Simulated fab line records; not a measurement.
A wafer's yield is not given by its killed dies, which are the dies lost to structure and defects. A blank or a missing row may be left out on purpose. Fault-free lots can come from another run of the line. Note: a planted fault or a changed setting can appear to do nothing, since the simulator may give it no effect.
fab line records / flow sky130
[record] lots = 7 wafers = 21 last_day = 50
route steps=708 shown LI_CONTACT@385 LOCAL_INTERCONNECT@387
lots with no fault: from the same line, run without faults
start_h: the number of hours between the record's first day and the start of the first shown wafer of the lot / wait_h: hours since the lot's step before / " same as the row above / L1.1+2: a row that stands for several wafers / - no value, or no start was given / * or withheld: withheld / < > ~ a bound
route shown NAME@n: names a module that has steps shown in the file, with the first one's number in the route / usual: mean/standard deviation taken from wafers without a fault / same: alike in all rows / chamber/n: place in a boat / sites: the reading at each site / _std_site: standard deviation across them / _edge_site: mean of outer sites minus mean of inner sites / radius_mm: for every site, how far away it sits from the centre of the wafer / mask NAME#n: copy n / behind: tool/chamber where the wafer was last shaped / hold: why the lot was held/for how many hours/how that ended / device: whichever transistor did not switch (one of n, p or np) / end of line: the tests these same wafers got at the end of their route / step lacking rows: just its recipe / killed: at the first sort, the dies lost to defects and structure; wafer yield is something else / map: a wafer's dies, x killed, . not, _ none there
set.NAME: the run value of the setting; set.NAME@STEP: its run value at that earlier step / model.NAME: the simulator's own value behind a step, which no gauge read
lots at selected steps of the route; one table per step, one row per wafer
services: the hour from which a tool's chamber was out of use, counted from the record's first day as start_h (under 0 if before that day), plus the number of hours and why
[[steps]]
[step SKY_LI_CONTACT_THK_MEAS_23]
[recipe] thk_meas_gauge = xrf reads = W_of_LI_CONTACT_CVD_21
[usual] LI_CONTACT_W_THK = 402/6.4
lot.wafer=L875.2 tool=film_metro-02 chamber=- start_h=690.52 wait_h=0.1 LI_CONTACT_W_THK[nm]=408
lot.wafer=L875.3 tool=film_metro-02 chamber=- start_h=690.52 wait_h=0.1 LI_CONTACT_W_THK[nm]=401
lot.wafer=L875.4 tool=film_metro-02 chamber=- start_h=690.52 wait_h=0.1 LI_CONTACT_W_THK[nm]=405
lot.wafer=L880.1 tool=film_metro-03 chamber=- start_h=756.46 wait_h=0.1 LI_CONTACT_W_THK[nm]=408
lot.wafer=L880.2 tool=film_metro-03 chamber=- start_h=756.46 wait_h=0.1 LI_CONTACT_W_THK[nm]=403
lot.wafer=L880.3 tool=film_metro-03 chamber=- start_h=756.46 wait_h=0.1 LI_CONTACT_W_THK[nm]=403
lot.wafer=L883.3 tool=film_metro-01 chamber=- start_h=758.38 wait_h=0.1 LI_CONTACT_W_THK[nm]=411
lot.wafer=L883.4 tool=film_metro-01 chamber=- start_h=758.38 wait_h=0.1 LI_CONTACT_W_THK[nm]=414
lot.wafer=L883.6 tool=film_metro-01 chamber=- start_h=758.38 wait_h=0.1 LI_CONTACT_W_THK[nm]=409
lot.wafer=L882.4 tool=film_metro-03 chamber=- start_h=760.15 wait_h=0.1 LI_CONTACT_W_THK[nm]=407
lot.wafer=L882.5 tool=film_metro-03 chamber=- start_h=760.15 wait_h=0.1 LI_CONTACT_W_THK[nm]=404
lot.wafer=L882.6 tool=film_metro-03 chamber=- start_h=760.15 wait_h=0.1 LI_CONTACT_W_THK[nm]=401
lot.wafer=L884.3 tool=film_metro-01 chamber=- start_h=768.37 wait_h=0.1 LI_CONTACT_W_THK[nm]=407
lot.wafer=L884.5 tool=film_metro-01 chamber=- start_h=768.37 wait_h=0.1 LI_CONTACT_W_THK[nm]=410
lot.wafer=L884.6 tool=film_metro-01 chamber=- start_h=768.37 wait_h=0.1 LI_CONTACT_W_THK[nm]=417
lot.wafer=L891.1 tool=film_metro-03 chamber=- start_h=844.48 wait_h=0.1 LI_CONTACT_W_THK[nm]=400
lot.wafer=L891.4 tool=film_metro-03 chamber=- start_h=844.48 wait_h=0.1 LI_CONTACT_W_THK[nm]=400
lot.wafer=L891.6 tool=film_metro-03 chamber=- start_h=844.48 wait_h=0.1 LI_CONTACT_W_THK[nm]=400
lot.wafer=L896.2 tool=film_metro-03 chamber=- start_h=852.87 wait_h=0.1 LI_CONTACT_W_THK[nm]=400
lot.wafer=L896.5 tool=film_metro-03 chamber=- start_h=852.87 wait_h=0.1 LI_CONTACT_W_THK[nm]=395
lot.wafer=L896.6 tool=film_metro-03 chamber=- start_h=852.87 wait_h=0.1 LI_CONTACT_W_THK[nm]=395
[step SKY_LI_CONTACT_CMP_24]
[recipe] stop_on = PSG t_overpolish_s = 20 down_force_psi = 3.5 platen_rpm = 60 target_thk_nm = 0 pad_velocity_m_s = 0.94248
[usual] motor_current_A = 11.2/1.1 overpolish_run_s = 20.000/0.009 slurry_filter_dp_kPa = 13.49/0.12 time_to_endpoint_s = 96/5.6
lot.wafer=L875.4 tool=cmp-02 chamber=2 start_h=690.57 wait_h=0.0 motor_current_A=10.4 overpolish_run_s=20.009 slurry_filter_dp_kPa=13.39 time_to_endpoint_s=93
lot.wafer=L875.2 tool=cmp-02 chamber=0 start_h=690.57 wait_h=0.0 motor_current_A=12.8 overpolish_run_s=19.999 slurry_filter_dp_kPa=13.54 time_to_endpoint_s=103
lot.wafer=L875.3 tool=cmp-02 chamber=1 start_h=690.57 wait_h=0.0 motor_current_A=10.2 overpolish_run_s=19.994 slurry_filter_dp_kPa=13.39 time_to_endpoint_s=101
lot.wafer=L880.2 tool=cmp-01 chamber=1 start_h=756.77 wait_h=0.3 motor_current_A=10.6 overpolish_run_s=19.993 slurry_filter_dp_kPa=13.53 time_to_endpoint_s=95
lot.wafer=L880.1 tool=cmp-01 chamber=2 start_h=756.77 wait_h=0.3 motor_current_A=11.6 overpolish_run_s=19.998 slurry_filter_dp_kPa=13.34 time_to_endpoint_s=100
lot.wafer=L880.3 tool=cmp-01 chamber=3 start_h=756.77 wait_h=0.3 motor_current_A=12.8 overpolish_run_s=20.013 slurry_filter_dp_kPa=13.50 time_to_endpoint_s=107
lot.wafer=L883.4 tool=cmp-01 chamber=2 start_h=758.42 wait_h=0.0 motor_current_A=11.6 overpolish_run_s=20.010 slurry_filter_dp_kPa=13.56 time_to_endpoint_s=96
lot.wafer=L883.3 tool=cmp-01 chamber=0 start_h=758.42 wait_h=0.0 motor_current_A=12.3 overpolish_run_s=19.998 slurry_filter_dp_kPa=13.43 time_to_endpoint_s=102
lot.wafer=L883.6 tool=cmp-01 chamber=3 start_h=758.42 wait_h=0.0 motor_current_A=13.3 overpolish_run_s=19.990 slurry_filter_dp_kPa=13.38 time_to_endpoint_s=103
lot.wafer=L882.4 tool=cmp-01 chamber=3 start_h=760.23 wait_h=0.1 motor_current_A=13.1 overpolish_run_s=19.996 slurry_filter_dp_kPa=13.47 time_to_endpoint_s=109
lot.wafer=L882.6 tool=cmp-01 chamber=2 start_h=760.23 wait_h=0.1 motor_current_A=11.3 overpolish_run_s=20.008 slurry_filter_dp_kPa=13.51 time_to_endpoint_s=97
lot.wafer=L882.5 tool=cmp-01 chamber=3 start_h=760.23 wait_h=0.1 motor_current_A=12.9 overpolish_run_s=19.988 slurry_filter_dp_kPa=13.34 time_to_endpoint_s=105
lot.wafer=L884.3 tool=cmp-02 chamber=2 start_h=768.52 wait_h=0.1 motor_current_A=9.7 overpolish_run_s=19.999 slurry_filter_dp_kPa=13.31 time_to_endpoint_s=83
lot.wafer=L884.5 tool=cmp-02 chamber=0 start_h=768.52 wait_h=0.1 motor_current_A=11.9 overpolish_run_s=19.993 slurry_filter_dp_kPa=13.52 time_to_endpoint_s=96
lot.wafer=L884.6 tool=cmp-02 chamber=1 start_h=768.52 wait_h=0.1 motor_current_A=11.1 overpolish_run_s=20.000 slurry_filter_dp_kPa=13.58 time_to_endpoint_s=98
lot.wafer=L891.1 tool=cmp-01 chamber=1 start_h=844.64 wait_h=0.1 motor_current_A=10.0 overpolish_run_s=20.010 slurry_filter_dp_kPa=13.47 time_to_endpoint_s=87
lot.wafer=L891.4 tool=cmp-01 chamber=2 start_h=844.64 wait_h=0.1 motor_current_A=11.8 overpolish_run_s=19.992 slurry_filter_dp_kPa=13.63 time_to_endpoint_s=97
lot.wafer=L891.6 tool=cmp-01 chamber=0 start_h=844.64 wait_h=0.1 motor_current_A=11.6 overpolish_run_s=20.006 slurry_filter_dp_kPa=13.35 time_to_endpoint_s=103
lot.wafer=L896.2 tool=cmp-01 chamber=0 start_h=853.30 wait_h=0.4 motor_current_A=12.1 overpolish_run_s=20.005 slurry_filter_dp_kPa=13.49 time_to_endpoint_s=100
lot.wafer=L896.6 tool=cmp-01 chamber=3 start_h=853.30 wait_h=0.4 motor_current_A=12.7 overpolish_run_s=20.010 slurry_filter_dp_kPa=13.50 time_to_endpoint_s=101
lot.wafer=L896.5 tool=cmp-01 chamber=0 start_h=853.30 wait_h=0.4 motor_current_A=11.8 overpolish_run_s=20.004 slurry_filter_dp_kPa=13.48 time_to_endpoint_s=98
[step SKY_LOCAL_INTERCONNECT_SPUTTER_00]
[recipe] material = TiN target_thk_nm = 100 temp_c = 300 power_w = 6500 time_s = 83.3 chamber_pressure_pa = 0.4
[usual] throttle_valve_pct = 29.8/1.1
lot.wafer=L875.2 tool=pvd_sputter-02 chamber=- start_h=690.87 wait_h=0.1 throttle_valve_pct=30.3
lot.wafer=L875.3 tool=pvd_sputter-02 chamber=- start_h=690.87 wait_h=0.1 throttle_valve_pct=29.5
lot.wafer=L875.4 tool=pvd_sputter-02 chamber=- start_h=690.87 wait_h=0.1 throttle_valve_pct=30.5
lot.wafer=L880.1 tool=pvd_sputter-01 chamber=- start_h=757.07 wait_h=0.2 throttle_valve_pct=30.0
lot.wafer=L880.2 tool=pvd_sputter-01 chamber=- start_h=757.07 wait_h=0.2 throttle_valve_pct=30.2
lot.wafer=L880.3 tool=pvd_sputter-01 chamber=- start_h=757.07 wait_h=0.2 throttle_valve_pct=30.4
lot.wafer=L883.3 tool=pvd_sputter-02 chamber=- start_h=758.72 wait_h=0.1 throttle_valve_pct=29.5
lot.wafer=L883.4 tool=pvd_sputter-02 chamber=- start_h=758.72 wait_h=0.1 throttle_valve_pct=30.6
lot.wafer=L883.6 tool=pvd_sputter-02 chamber=- start_h=758.72 wait_h=0.1 throttle_valve_pct=30.1
lot.wafer=L882.4 tool=pvd_sputter-04 chamber=- start_h=760.48 wait_h=0.2 throttle_valve_pct=28.8
lot.wafer=L882.5 tool=pvd_sputter-04 chamber=- start_h=760.48 wait_h=0.2 throttle_valve_pct=28.0
lot.wafer=L882.6 tool=pvd_sputter-04 chamber=- start_h=760.48 wait_h=0.2 throttle_valve_pct=29.1
lot.wafer=L884.3 tool=pvd_sputter-04 chamber=- start_h=768.72 wait_h=0.1 throttle_valve_pct=29.2
lot.wafer=L884.5 tool=pvd_sputter-04 chamber=- start_h=768.72 wait_h=0.1 throttle_valve_pct=29.1
lot.wafer=L884.6 tool=pvd_sputter-04 chamber=- start_h=768.72 wait_h=0.1 throttle_valve_pct=29.3
lot.wafer=L891.1 tool=pvd_sputter-04 chamber=- start_h=844.84 wait_h=0.1 throttle_valve_pct=27.6
lot.wafer=L891.4 tool=pvd_sputter-04 chamber=- start_h=844.84 wait_h=0.1 throttle_valve_pct=28.8
lot.wafer=L891.6 tool=pvd_sputter-04 chamber=- start_h=844.84 wait_h=0.1 throttle_valve_pct=31.2
lot.wafer=L896.2 tool=pvd_sputter-04 chamber=- start_h=853.55 wait_h=0.2 throttle_valve_pct=28.0
lot.wafer=L896.5 tool=pvd_sputter-04 chamber=- start_h=853.55 wait_h=0.2 throttle_valve_pct=28.9
lot.wafer=L896.6 tool=pvd_sputter-04 chamber=- start_h=853.55 wait_h=0.2 throttle_valve_pct=31.0
[step SKY_LOCAL_INTERCONNECT_RS_MEAS_01]
[recipe] thk_meas_gauge = four-point-probe reads = TiN_of_LOCAL_INTERCONNECT_SPUTTER_00
[usual] LOCAL_INTERCONNECT_TIN_RS = 14.05/0.17
lot.wafer=L875.2 tool=film_metro-02 chamber=- start_h=690.95 wait_h=0.1 LOCAL_INTERCONNECT_TIN_RS[ohm/sq]=13.93
lot.wafer=L875.3 tool=film_metro-02 chamber=- start_h=690.95 wait_h=0.1 LOCAL_INTERCONNECT_TIN_RS[ohm/sq]=14.05
lot.wafer=L875.4 tool=film_metro-02 chamber=- start_h=690.95 wait_h=0.1 LOCAL_INTERCONNECT_TIN_RS[ohm/sq]=13.63
lot.wafer=L880.1 tool=film_metro-04 chamber=- start_h=757.13 wait_h=0.0 LOCAL_INTERCONNECT_TIN_RS[ohm/sq]=14.06
lot.wafer=L880.2 tool=film_metro-04 chamber=- start_h=757.13 wait_h=0.0 LOCAL_INTERCONNECT_TIN_RS[ohm/sq]=13.96
lot.wafer=L880.3 tool=film_metro-04 chamber=- start_h=757.13 wait_h=0.0 LOCAL_INTERCONNECT_TIN_RS[ohm/sq]=13.88
lot.wafer=L883.3 tool=film_metro-04 chamber=- start_h=758.82 wait_h=0.1 LOCAL_INTERCONNECT_TIN_RS[ohm/sq]=13.94
lot.wafer=L883.4 tool=film_metro-04 chamber=- start_h=758.82 wait_h=0.1 LOCAL_INTERCONNECT_TIN_RS[ohm/sq]=13.76
lot.wafer=L883.6 tool=film_metro-04 chamber=- start_h=758.82 wait_h=0.1 LOCAL_INTERCONNECT_TIN_RS[ohm/sq]=13.89
lot.wafer=L882.4 tool=film_metro-04 chamber=- start_h=760.61 wait_h=0.1 LOCAL_INTERCONNECT_TIN_RS[ohm/sq]=14.29
lot.wafer=L882.5 tool=film_metro-04 chamber=- start_h=760.61 wait_h=0.1 LOCAL_INTERCONNECT_TIN_RS[ohm/sq]=14.03
lot.wafer=L882.6 tool=film_metro-04 chamber=- start_h=760.61 wait_h=0.1 LOCAL_INTERCONNECT_TIN_RS[ohm/sq]=14.18
lot.wafer=L884.3 tool=film_metro-01 chamber=- start_h=768.83 wait_h=0.1 LOCAL_INTERCONNECT_TIN_RS[ohm/sq]=14.28
lot.wafer=L884.5 tool=film_metro-01 chamber=- start_h=768.83 wait_h=0.1 LOCAL_INTERCONNECT_TIN_RS[ohm/sq]=14.25
lot.wafer=L884.6 tool=film_metro-01 chamber=- start_h=768.83 wait_h=0.1 LOCAL_INTERCONNECT_TIN_RS[ohm/sq]=14.35
lot.wafer=L891.1 tool=film_metro-02 chamber=- start_h=844.91 wait_h=0.0 LOCAL_INTERCONNECT_TIN_RS[ohm/sq]=14.19
lot.wafer=L891.4 tool=film_metro-02 chamber=- start_h=844.91 wait_h=0.0 LOCAL_INTERCONNECT_TIN_RS[ohm/sq]=14.00
lot.wafer=L891.6 tool=film_metro-02 chamber=- start_h=844.91 wait_h=0.0 LOCAL_INTERCONNECT_TIN_RS[ohm/sq]=13.84
lot.wafer=L896.2 tool=film_metro-01 chamber=- start_h=853.63 wait_h=0.1 LOCAL_INTERCONNECT_TIN_RS[ohm/sq]=14.29
lot.wafer=L896.5 tool=film_metro-01 chamber=- start_h=853.63 wait_h=0.1 LOCAL_INTERCONNECT_TIN_RS[ohm/sq]=14.10
lot.wafer=L896.6 tool=film_metro-01 chamber=- start_h=853.63 wait_h=0.1 LOCAL_INTERCONNECT_TIN_RS[ohm/sq]=13.87
[step SKY_LOCAL_INTERCONNECT_THK_MEAS_02]
[recipe] thk_meas_gauge = xrf reads = TiN_of_LOCAL_INTERCONNECT_SPUTTER_00
[usual] LOCAL_INTERCONNECT_TIN_THK = 100.7/1.2
lot.wafer=L875.2 tool=film_metro-02 chamber=- start_h=691.06 wait_h=0.1 LOCAL_INTERCONNECT_TIN_THK[nm]=101.4
lot.wafer=L875.3 tool=film_metro-02 chamber=- start_h=691.06 wait_h=0.1 LOCAL_INTERCONNECT_TIN_THK[nm]=100.9
lot.wafer=L875.4 tool=film_metro-02 chamber=- start_h=691.06 wait_h=0.1 LOCAL_INTERCONNECT_TIN_THK[nm]=103.4
lot.wafer=L880.1 tool=film_metro-04 chamber=- start_h=757.25 wait_h=0.1 LOCAL_INTERCONNECT_TIN_THK[nm]=100.2
lot.wafer=L880.2 tool=film_metro-04 chamber=- start_h=757.25 wait_h=0.1 LOCAL_INTERCONNECT_TIN_THK[nm]=101.0
lot.wafer=L880.3 tool=film_metro-04 chamber=- start_h=757.25 wait_h=0.1 LOCAL_INTERCONNECT_TIN_THK[nm]=101.8
lot.wafer=L883.3 tool=film_metro-04 chamber=- start_h=758.92 wait_h=0.1 LOCAL_INTERCONNECT_TIN_THK[nm]=101.3
lot.wafer=L883.4 tool=film_metro-04 chamber=- start_h=758.92 wait_h=0.1 LOCAL_INTERCONNECT_TIN_THK[nm]=103.1
lot.wafer=L883.6 tool=film_metro-04 chamber=- start_h=758.92 wait_h=0.1 LOCAL_INTERCONNECT_TIN_THK[nm]=101.2
lot.wafer=L882.4 tool=film_metro-04 chamber=- start_h=760.70 wait_h=0.1 LOCAL_INTERCONNECT_TIN_THK[nm]=99.1
lot.wafer=L882.5 tool=film_metro-04 chamber=- start_h=760.70 wait_h=0.1 LOCAL_INTERCONNECT_TIN_THK[nm]=100.6
lot.wafer=L882.6 tool=film_metro-04 chamber=- start_h=760.70 wait_h=0.1 LOCAL_INTERCONNECT_TIN_THK[nm]=99.6
lot.wafer=L884.3 tool=film_metro-01 chamber=- start_h=768.93 wait_h=0.1 LOCAL_INTERCONNECT_TIN_THK[nm]=98.4
lot.wafer=L884.5 tool=film_metro-01 chamber=- start_h=768.93 wait_h=0.1 LOCAL_INTERCONNECT_TIN_THK[nm]=99.1
lot.wafer=L884.6 tool=film_metro-01 chamber=- start_h=768.93 wait_h=0.1 LOCAL_INTERCONNECT_TIN_THK[nm]=98.5
lot.wafer=L891.1 tool=film_metro-02 chamber=- start_h=845.03 wait_h=0.1 LOCAL_INTERCONNECT_TIN_THK[nm]=100.2
lot.wafer=L891.4 tool=film_metro-02 chamber=- start_h=845.03 wait_h=0.1 LOCAL_INTERCONNECT_TIN_THK[nm]=101.1
lot.wafer=L891.6 tool=film_metro-02 chamber=- start_h=845.03 wait_h=0.1 LOCAL_INTERCONNECT_TIN_THK[nm]=102.4
lot.wafer=L896.2 tool=film_metro-01 chamber=- start_h=853.74 wait_h=0.1 LOCAL_INTERCONNECT_TIN_THK[nm]=98.5
lot.wafer=L896.5 tool=film_metro-01 chamber=- start_h=853.74 wait_h=0.1 LOCAL_INTERCONNECT_TIN_THK[nm]=99.6
lot.wafer=L896.6 tool=film_metro-01 chamber=- start_h=853.74 wait_h=0.1 LOCAL_INTERCONNECT_TIN_THK[nm]=101.8
[step SKY_LOCAL_INTERCONNECT_DEHYDRATE_03]
[recipe] temp_c = 200 time_s = 60
[step SKY_LOCAL_INTERCONNECT_HMDS_04]
[recipe] prime_time_s = 60 prime_temp_c = 120
[step SKY_LOCAL_INTERCONNECT_COAT_05]
[recipe] resist = BARC temp_c = withheld time_s = withheld spin_rpm = 3000 resist_thk_nm = 60
[step SKY_LOCAL_INTERCONNECT_COAT_06]
[recipe] resist = KrF-thick spin_rpm = 3000 resist_thk_nm = 450
[step SKY_LOCAL_INTERCONNECT_SOFTBAKE_07]
[recipe] temp_c = 100 time_s = 90 resist = KrF-thick
[step SKY_LOCAL_INTERCONNECT_EXPOSE_08]
[recipe] mask_id = LI1M na = 0.8 source_shape = annular sigma_inner = 0.55 sigma_outer = 0.85 target_cd_nm = 170 dose_mj = 28
[step SKY_LOCAL_INTERCONNECT_PEB_09]
[recipe] peb_temp_c = withheld peb_time_s = withheld resist = KrF-thick
[step SKY_LOCAL_INTERCONNECT_DEVELOP_10]
[recipe] develop_time_s = 60 resist = KrF-thick dev_temp_c = 21
[usual] chill_plate_temp_C = 23.00/0.11 develop_time_s = 60/0 exhaust_pa = 45.1/0.89
lot.wafer=L875.2 tool=litho_track-03 chamber=0 start_h=719 wait_h=- chill_plate_temp_C=22.98 develop_time_s=60 exhaust_pa=44.8 model.KrF-thick_of_LOCAL_INTERCONNECT_COAT_06.thk_nm=435.7
lot.wafer=L875.3 tool=litho_track-03 chamber=0 start_h=719 wait_h=- chill_plate_temp_C=23.13 develop_time_s=60 exhaust_pa=44.2 model.KrF-thick_of_LOCAL_INTERCONNECT_COAT_06.thk_nm=434
lot.wafer=L875.4 tool=litho_track-03 chamber=0 start_h=719 wait_h=- chill_plate_temp_C=23.16 develop_time_s=60 exhaust_pa=45.8 model.KrF-thick_of_LOCAL_INTERCONNECT_COAT_06.thk_nm=435.3
lot.wafer=L880.1 tool=litho_track-01 chamber=0 start_h=784 wait_h=- chill_plate_temp_C=22.80 develop_time_s=60 exhaust_pa=45.7 model.KrF-thick_of_LOCAL_INTERCONNECT_COAT_06.thk_nm=437.3
lot.wafer=L880.2 tool=litho_track-01 chamber=0 start_h=784 wait_h=- chill_plate_temp_C=22.86 develop_time_s=60 exhaust_pa=45.1 model.KrF-thick_of_LOCAL_INTERCONNECT_COAT_06.thk_nm=437.1
lot.wafer=L880.3 tool=litho_track-01 chamber=0 start_h=784 wait_h=- chill_plate_temp_C=22.96 develop_time_s=60 exhaust_pa=44.4 model.KrF-thick_of_LOCAL_INTERCONNECT_COAT_06.thk_nm=437.3
lot.wafer=L883.3 tool=litho_track-02 chamber=- start_h=786 wait_h=- chill_plate_temp_C=- develop_time_s=- exhaust_pa=- model.KrF-thick_of_LOCAL_INTERCONNECT_COAT_06.thk_nm=450.7
lot.wafer=L883.4 tool=litho_track-02 chamber=- start_h=786 wait_h=- chill_plate_temp_C=- develop_time_s=- exhaust_pa=- model.KrF-thick_of_LOCAL_INTERCONNECT_COAT_06.thk_nm=450.5
lot.wafer=L883.6 tool=litho_track-02 chamber=- start_h=786 wait_h=- chill_plate_temp_C=- develop_time_s=- exhaust_pa=- model.KrF-thick_of_LOCAL_INTERCONNECT_COAT_06.thk_nm=452.1
lot.wafer=L882.4 tool=litho_track-01 chamber=- start_h=787 wait_h=- chill_plate_temp_C=- develop_time_s=- exhaust_pa=- model.KrF-thick_of_LOCAL_INTERCONNECT_COAT_06.thk_nm=452.1
lot.wafer=L882.5 tool=litho_track-01 chamber=- start_h=787 wait_h=- chill_plate_temp_C=- develop_time_s=- exhaust_pa=- model.KrF-thick_of_LOCAL_INTERCONNECT_COAT_06.thk_nm=451.1
lot.wafer=L882.6 tool=litho_track-01 chamber=- start_h=787 wait_h=- chill_plate_temp_C=- develop_time_s=- exhaust_pa=- model.KrF-thick_of_LOCAL_INTERCONNECT_COAT_06.thk_nm=450.7
lot.wafer=L884.3 tool=litho_track-03 chamber=- start_h=795 wait_h=- chill_plate_temp_C=- develop_time_s=- exhaust_pa=- model.KrF-thick_of_LOCAL_INTERCONNECT_COAT_06.thk_nm=449.7
lot.wafer=L884.5 tool=litho_track-03 chamber=- start_h=795 wait_h=- chill_plate_temp_C=- develop_time_s=- exhaust_pa=- model.KrF-thick_of_LOCAL_INTERCONNECT_COAT_06.thk_nm=450
lot.wafer=L884.6 tool=litho_track-03 chamber=- start_h=795 wait_h=- chill_plate_temp_C=- develop_time_s=- exhaust_pa=- model.KrF-thick_of_LOCAL_INTERCONNECT_COAT_06.thk_nm=450
lot.wafer=L891.1 tool=litho_track-01 chamber=0 start_h=870 wait_h=- chill_plate_temp_C=23.12 develop_time_s=60 exhaust_pa=44.9 model.KrF-thick_of_LOCAL_INTERCONNECT_COAT_06.thk_nm=437
lot.wafer=L891.4 tool=litho_track-01 chamber=0 start_h=870 wait_h=- chill_plate_temp_C=23.10 develop_time_s=60 exhaust_pa=45.4 model.KrF-thick_of_LOCAL_INTERCONNECT_COAT_06.thk_nm=436.8
lot.wafer=L891.6 tool=litho_track-01 chamber=0 start_h=870 wait_h=- chill_plate_temp_C=22.93 develop_time_s=60 exhaust_pa=44.9 model.KrF-thick_of_LOCAL_INTERCONNECT_COAT_06.thk_nm=436.4
lot.wafer=L896.2 tool=litho_track-03 chamber=0 start_h=879 wait_h=- chill_plate_temp_C=23.00 develop_time_s=60 exhaust_pa=46.1 model.KrF-thick_of_LOCAL_INTERCONNECT_COAT_06.thk_nm=438
lot.wafer=L896.5 tool=litho_track-03 chamber=0 start_h=879 wait_h=- chill_plate_temp_C=22.98 develop_time_s=60 exhaust_pa=45.2 model.KrF-thick_of_LOCAL_INTERCONNECT_COAT_06.thk_nm=438.4
lot.wafer=L896.6 tool=litho_track-03 chamber=0 start_h=879 wait_h=- chill_plate_temp_C=23.12 develop_time_s=60 exhaust_pa=44.7 model.KrF-thick_of_LOCAL_INTERCONNECT_COAT_06.thk_nm=439.1
[step SKY_LOCAL_INTERCONNECT_CD_MEAS_11]
[recipe] target_cd_nm = 170
[usual] cd_nm = 170.5/1.6
lot.wafer=L875.2 tool=cd_sem-01 chamber=- start_h=719.22 wait_h=- cd_nm=168.9
lot.wafer=L875.3 tool=cd_sem-01 chamber=- start_h=719.22 wait_h=- cd_nm=169.4
lot.wafer=L875.4 tool=cd_sem-01 chamber=- start_h=719.22 wait_h=- cd_nm=168.8
lot.wafer=L880.1 tool=cd_sem-01 chamber=- start_h=784.65 wait_h=- cd_nm=170.2
lot.wafer=L880.2 tool=cd_sem-01 chamber=- start_h=784.65 wait_h=- cd_nm=170.7
lot.wafer=L880.3 tool=cd_sem-01 chamber=- start_h=784.65 wait_h=- cd_nm=170.1
lot.wafer=L883.3 tool=cd_sem-01 chamber=- start_h=786.42 wait_h=- cd_nm=-
lot.wafer=L883.4 tool=cd_sem-01 chamber=- start_h=786.42 wait_h=- cd_nm=-
lot.wafer=L883.6 tool=cd_sem-01 chamber=- start_h=786.42 wait_h=- cd_nm=-
lot.wafer=L882.4 tool=cd_sem-02 chamber=- start_h=787.86 wait_h=- cd_nm=-
lot.wafer=L882.5 tool=cd_sem-02 chamber=- start_h=787.86 wait_h=- cd_nm=-
lot.wafer=L882.6 tool=cd_sem-02 chamber=- start_h=787.86 wait_h=- cd_nm=-
lot.wafer=L884.3 tool=cd_sem-02 chamber=- start_h=795.49 wait_h=- cd_nm=-
lot.wafer=L884.5 tool=cd_sem-02 chamber=- start_h=795.49 wait_h=- cd_nm=-
lot.wafer=L884.6 tool=cd_sem-02 chamber=- start_h=795.49 wait_h=- cd_nm=-
lot.wafer=L891.1 tool=cd_sem-01 chamber=- start_h=870.95 wait_h=- cd_nm=170.1
lot.wafer=L891.4 tool=cd_sem-01 chamber=- start_h=870.95 wait_h=- cd_nm=172.4
lot.wafer=L891.6 tool=cd_sem-01 chamber=- start_h=870.95 wait_h=- cd_nm=171.5
lot.wafer=L896.2 tool=cd_sem-01 chamber=- start_h=879.42 wait_h=- cd_nm=171.1
lot.wafer=L896.5 tool=cd_sem-01 chamber=- start_h=879.42 wait_h=- cd_nm=172.7
lot.wafer=L896.6 tool=cd_sem-01 chamber=- start_h=879.42 wait_h=- cd_nm=172.2
[[services]]
tool=pvd_sputter-01 chamber=2 start_h=686.40 hours=- kind=consumable_replace:kit
tool=cmp-01 chamber=- start_h=692.35 hours=11.5 kind=repair
tool=pvd_sputter-02 chamber=2 start_h=700.17 hours=- kind=consumable_replace:kit
tool=pvd_sputter-02 chamber=2 start_h=700.17 hours=18.0 kind=scheduled_down
tool=pvd_sputter-02 chamber=2 start_h=700.17 hours=18.0 kind=vent_cycle
tool=pvd_sputter-04 chamber=- start_h=718.09 hours=1.4 kind=repair
tool=pvd_sputter-01 chamber=- start_h=725.76 hours=3.8 kind=repair
tool=cmp-02 chamber=- start_h=741.39 hours=12.4 kind=pm
tool=pvd_sputter-01 chamber=- start_h=745.01 hours=1.6 kind=repair
tool=cmp-02 chamber=- start_h=753.75 hours=4.0 kind=pm
tool=pvd_sputter-04 chamber=- start_h=754.84 hours=5.1 kind=repair
tool=cmp-02 chamber=- start_h=757.75 hours=- kind=consumable_replace:conditioner
tool=cmp-02 chamber=- start_h=757.75 hours=- kind=consumable_replace:pad
tool=pvd_sputter-02 chamber=- start_h=778.47 hours=1.8 kind=repair
tool=cmp-01 chamber=- start_h=808.40 hours=0.9 kind=repair
tool=pvd_sputter-01 chamber=- start_h=825.82 hours=1.7 kind=repair
tool=cmp-01 chamber=- start_h=838.76 hours=1.9 kind=repair
tool=pvd_sputter-02 chamber=1 start_h=854.19 hours=- kind=consumable_replace:kit
tool=pvd_sputter-02 chamber=1 start_h=854.19 hours=18.0 kind=scheduled_down
tool=pvd_sputter-02 chamber=1 start_h=854.19 hours=18.0 kind=vent_cycle
tool=cmp-02 chamber=- start_h=863.31 hours=6.6 kind=pm
tool=pvd_sputter-04 chamber=1 start_h=878.62 hours=- kind=consumable_replace:kit
tool=pvd_sputter-04 chamber=1 start_h=878.62 hours=18.0 kind=scheduled_down
tool=pvd_sputter-04 chamber=1 start_h=878.62 hours=18.0 kind=vent_cycle
[[key]]
[first_sign] step = SKY_LOCAL_INTERCONNECT_DEVELOP_10 reading = tool_record direction = missing
effect none on later readings
[model_effect] step = SKY_LOCAL_INTERCONNECT_DEVELOP_10 value = KrF-thick_of_LOCAL_INTERCONNECT_COAT_06.thk_nm without = 436.7 struck = 450.8
met_at SKY_LOCAL_INTERCONNECT_DEVELOP_10
struck_wafers L882.4,L882.5,L882.6,L883.3,L883.4,L883.6,L884.3,L884.5,L884.6
later_rows_left_out L882.4,L882.5,L882.6,L883.3,L883.4,L883.6,L884.3,L884.5,L884.6
sort_left_out L882.4,L882.5,L882.6,L883.3,L883.4,L883.6,L884.3,L884.5,L884.6
tester_left_out L882,L883,L884
onset_between 784 786
[fault] kind = skipped_step_whole tool = litho_track-01,litho_track-02,litho_track-03 chamber = - onset_h = 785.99 steps = SKY_LOCAL_INTERCONNECT_DEVELOP_10 scope = struck_lots_only
// tester_left_out: of these lots the tester's yield and bins aren't shown, on N5 and GAA mostly nor the transistor test; their killed dies are dies lost to structure and defects alone, not to doping, threshold or leakage, so they don't give the yield
// sort_left_out: the simulated sort isn't trusted on such a fault, so these wafers' sort isn't shown, and their yield isn't known
// later_rows_left_out: the simulator's readings of these wafers behind a module that went badly wrong aren't trusted and aren't shown, but for the sort
